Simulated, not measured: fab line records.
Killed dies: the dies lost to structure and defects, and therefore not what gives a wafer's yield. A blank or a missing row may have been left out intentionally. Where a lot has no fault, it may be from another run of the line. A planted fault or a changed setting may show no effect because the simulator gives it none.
Which tool was responsible? -- flow gf180mcu -- 36 wafers from 12 lots sampled at 5 of the route's 602 steps

== WHAT THE GAUGES SHOWED, per wafer ==
GF_DUAL_GATE_THK_MEAS_03. Usual: DUAL_GATE_OXIDATION_00_THK typically reads 10.91 nm, with standard deviation 0.21.
lot,measured,on,DUAL_GATE_OXIDATION_00_THK (nm),flag
L472,day 7 15:24,filmMetro-01,11.07 11.01 11.08,
L473,day 7 21:46,filmMetro-02,11.23 11.37 11.44,
L474,day 8 07:52,filmMetro-03,10.97 11.17 10.91,
L475,day 8 14:44,filmMetro-03,10.73 10.65 10.59,
L477,day 9 11:01,filmMetro-03,11.02 11.05 10.88,
L481,day 10 05:02,filmMetro-03,10.78 10.70 10.80,
L484,day 10 23:17,filmMetro-02,10.66 10.90 10.73,
L485,day 11 07:58,filmMetro-01,11.07 11.10 11.08,
L489,day 12 09:02,filmMetro-02,10.89 10.95 11.14,
L493,day 13 11:04,filmMetro-03,10.95 10.86 10.94,
L494,day 13 21:23,filmMetro-02,11.11 11.05 11.02,
L495,day 14 01:37,filmMetro-03,11.08 11.04 10.74,

GF_HV_LDD_RS_MEAS_53: the measuring method here is four-point-probe. Usual: HV_LDD_RS typically reads 418.9 ohm/sq, with standard deviation 0.96.
lot,measured,on,HV_LDD_RS (ohm/sq),flag
L472,day 12 16:42,filmMetro-04,419.5 418.9 419.2,
L473,day 12 17:03,filmMetro-02,420.4 421.2 420.8,
L474,day 13 17:08,filmMetro-01,417.8 418.6 417.7,
L475,day 13 15:47,filmMetro-02,419.6 419.4 418.9,
L477,day 14 11:13,filmMetro-02,419.3 419.5 419.2,
L481,day 15 10:08,filmMetro-02,416.9 418.3 418.8,
L484,day 16 07:10,filmMetro-01,411.8 412.3 411.9,OFF
L485,day 16 19:20,filmMetro-02,412.7 412.3 412.2,OFF
L489,day 18 00:44,filmMetro-01,419.6 419.6 419.8,
L493,day 19 14:17,filmMetro-04,419.9 419.2 419.1,
L494,day 19 18:55,filmMetro-02,419.6 419.5 420.5,
L495,day 20 05:02,filmMetro-04,419.5 419.0 419.2,

== TOOL THAT RAN EACH LOT (tool first, then ch and the chambers of the sampled wafers, then the start) ==
lot,GF_POLY_GATE_STRIP_14,GF_HV_LDD_STRIP_10,GF_HV_LDD_IMPLANT_36
L472,"plasmaAsher-03 ch 0,1, day 9 03:40","plasmaAsher-01 ch 0,1, day 10 07:50","implanter-02 ch 0, day 11 20:40"
L473,"plasmaAsher-01 ch 0,1, day 9 10:40","plasmaAsher-03 ch 0,1, day 10 07:54","implanter-04 ch 0, day 11 21:32"
L474,"plasmaAsher-01 ch 0,1, day 10 08:29","plasmaAsher-01 ch 1, day 11 05:58","implanter-02 ch 0, day 12 20:49"
L475,"plasmaAsher-04 ch 0,1, day 10 08:24","plasmaAsher-02 ch 0,1, day 11 03:41","implanter-02 ch 0, day 12 19:19"
L477,"plasmaAsher-01 ch 0,1, day 11 01:16","plasmaAsher-01 ch 0,1, day 11 21:48","implanter-04 ch 0, day 13 13:35"
L481,"plasmaAsher-04 ch 0,1, day 11 20:51","plasmaAsher-01 ch 0,1, day 12 18:53","implanter-04 ch 0, day 14 12:11"
L484,"plasmaAsher-04 ch 0,1, day 12 17:16","plasmaAsher-03 ch 0,1, day 13 14:26","implanter-04 ch 0, day 15 08:44"
L485,"plasmaAsher-03 ch 0,1, day 13 02:58","plasmaAsher-02 ch 0,1, day 14 01:26","implanter-04 ch 0, day 15 20:37"
L489,"plasmaAsher-04 ch 0,1, day 14 04:44","plasmaAsher-03 ch 0,1, day 15 04:44","implanter-02 ch 0, day 17 01:05"
L493,"plasmaAsher-04 ch 0,1, day 15 09:37","plasmaAsher-02 ch 0,1, day 16 13:20","implanter-04 ch 0, day 18 12:56"
L494,"plasmaAsher-01 ch 0,1, day 15 18:43","plasmaAsher-02 ch 0,1, day 16 18:46","implanter-01 ch 0, day 18 18:01"
L495,"plasmaAsher-04 ch 0,1, day 16 02:46","plasmaAsher-02 ch 0,1, day 17 04:20","implanter-04 ch 0, day 19 04:02"
- GF_POLY_GATE_STRIP_14: strips in O2/N2.
- GF_HV_LDD_STRIP_10: strips in O2/N2.
- GF_HV_LDD_IMPLANT_36

== AS READ BY THE TOOLS THEMSELVES (means over the sampled wafers that have a number; for cases with no such wafer, the mark the record gives instead) ==
GF_POLY_GATE_STRIP_14. Usual: drypumpMotorCurrentA 5.6 A, standard deviation 0.45; heaterPowerW 346 W, standard deviation 25; o2FlowSccm 3001 sccm, standard deviation 8.7; oesProductAu 0.503 a.u., standard deviation 0.0051; platenTempC 250.02 C, standard deviation 0.19.
lot,tool,drypumpMotorCurrentA (A),heaterPowerW (W),o2FlowSccm (sccm),oesProductAu (a.u.),platenTempC (C),flag
L472,plasmaAsher-03,5.9,347,3004,0.498,249.93,
L473,plasmaAsher-01,5.8,329,3007,0.500,249.87,
L474,plasmaAsher-01,5.8,332,2997,0.505,250.22,
L475,plasmaAsher-04,5.4,372,3003,0.507,249.63,
L477,plasmaAsher-01,5.6,324,3005,0.500,249.99,
L481,plasmaAsher-04,5.1,357,2997,0.500,249.97,
L484,plasmaAsher-04,5.1,353,3002,0.504,250.05,
L485,plasmaAsher-03,5.9,350,3005,0.501,250.17,
L489,plasmaAsher-04,5.1,355,3011,0.499,250.03,
L493,plasmaAsher-04,5.4,374,3007,0.504,250.33,
L494,plasmaAsher-01,5.8,333,2994,0.500,250.05,
L495,plasmaAsher-04,5.4,369,3004,0.506,250.13,

GF_HV_LDD_STRIP_10. Usual: drypumpMotorCurrentA 5.8 A, standard deviation 0.32; heaterPowerW 344 W, standard deviation 13; o2FlowSccm 3000 sccm, standard deviation 9.5; oesProductAu 0.716 a.u., standard deviation 0.0045; platenTempC 249.99 C, standard deviation 0.16; stripTimeToEndpointS 12.63 s, standard deviation 0.035.
lot,tool,drypumpMotorCurrentA (A),heaterPowerW (W),o2FlowSccm (sccm),oesProductAu (a.u.),platenTempC (C),stripTimeToEndpointS (s),flag
L472,plasmaAsher-01,5.8,338,2999,0.716,250.15,12.62,
L473,plasmaAsher-03,5.8,345,3000,0.719,250.10,12.60,
L474,plasmaAsher-01,6.1,339,2999,0.722,250.06,12.66,
L475,plasmaAsher-02,6.1,349,3000,0.720,249.96,12.62,
L477,plasmaAsher-01,5.8,335,3012,0.717,249.90,12.68,
L481,plasmaAsher-01,5.8,328,3003,0.716,249.75,12.65,
L484,plasmaAsher-03,5.8,347,3009,0.715,250.04,12.64,
L485,plasmaAsher-02,6.1,352,2993,0.714,250.04,12.62,
L489,plasmaAsher-03,5.8,345,3000,0.716,249.75,12.61,
L493,plasmaAsher-02,6.0,346,2990,0.717,249.75,12.56,
L494,plasmaAsher-02,6.0,347,2991,0.715,249.98,12.61,
L495,plasmaAsher-02,6.0,345,3001,0.718,250.07,12.59,

GF_HV_LDD_IMPLANT_36. Usual: beamOnS 10.00 s, standard deviation 0.22; faradayCurrentUA 42.3, standard deviation 0.92; rotationDeg 270.00 degrees, standard deviation 0.065.
lot,tool,beamOnS (s),faradayCurrentUA,rotationDeg (degrees),flag
L472,implanter-02,9.95,42.4,270.02,
L473,implanter-04,10.07,42.0,270.01,
L474,implanter-02,10.08,41.8,269.99,
L475,implanter-02,9.85,42.9,269.99,
L477,implanter-04,9.95,42.4,269.98,
L481,implanter-04,9.99,42.2,269.99,
L484,implanter-04,13.24,31.9,270.07,OFF
L485,implanter-04,13.00,32.5,269.98,OFF
L489,implanter-02,9.93,42.5,269.95,
L493,implanter-04,10.07,41.9,269.96,
L494,implanter-01,10.03,42.3,270.05,
L495,implanter-04,10.09,41.9,269.95,

== THE ANSWER, worked out from the rows above alone ==
Rule: lot off if the mean of its wafers having a number is beyond 3 standard deviations from the usual mean. Also off: a lot with no number at a reading for which 4 or more lots have one. Any other lot the step has rows for is counted as sound. After the gauges, taken in route order, come the tools' own readings; for these a lot's mean is taken, as printed above. At the first step where some lot is off, the reading lying furthest off is the one used; lots without a number count as furthest.
Off: L484, L485, at GF_HV_LDD_RS_MEAS_53 (HV_LDD_RS).
A tool fits if, at a process step before that reading, it ran every lot that is off, and no sound lot after the first of them. Not tried: the gauges at GF_HV_LDD_RS_MEAS_53; whatever is off there is also off at GF_HV_LDD_IMPLANT_36, on other tools, and gauge error can't account for it. No candidate that was tried fits.

== WHAT WAS PUT IN BY THE SIMULATOR ==
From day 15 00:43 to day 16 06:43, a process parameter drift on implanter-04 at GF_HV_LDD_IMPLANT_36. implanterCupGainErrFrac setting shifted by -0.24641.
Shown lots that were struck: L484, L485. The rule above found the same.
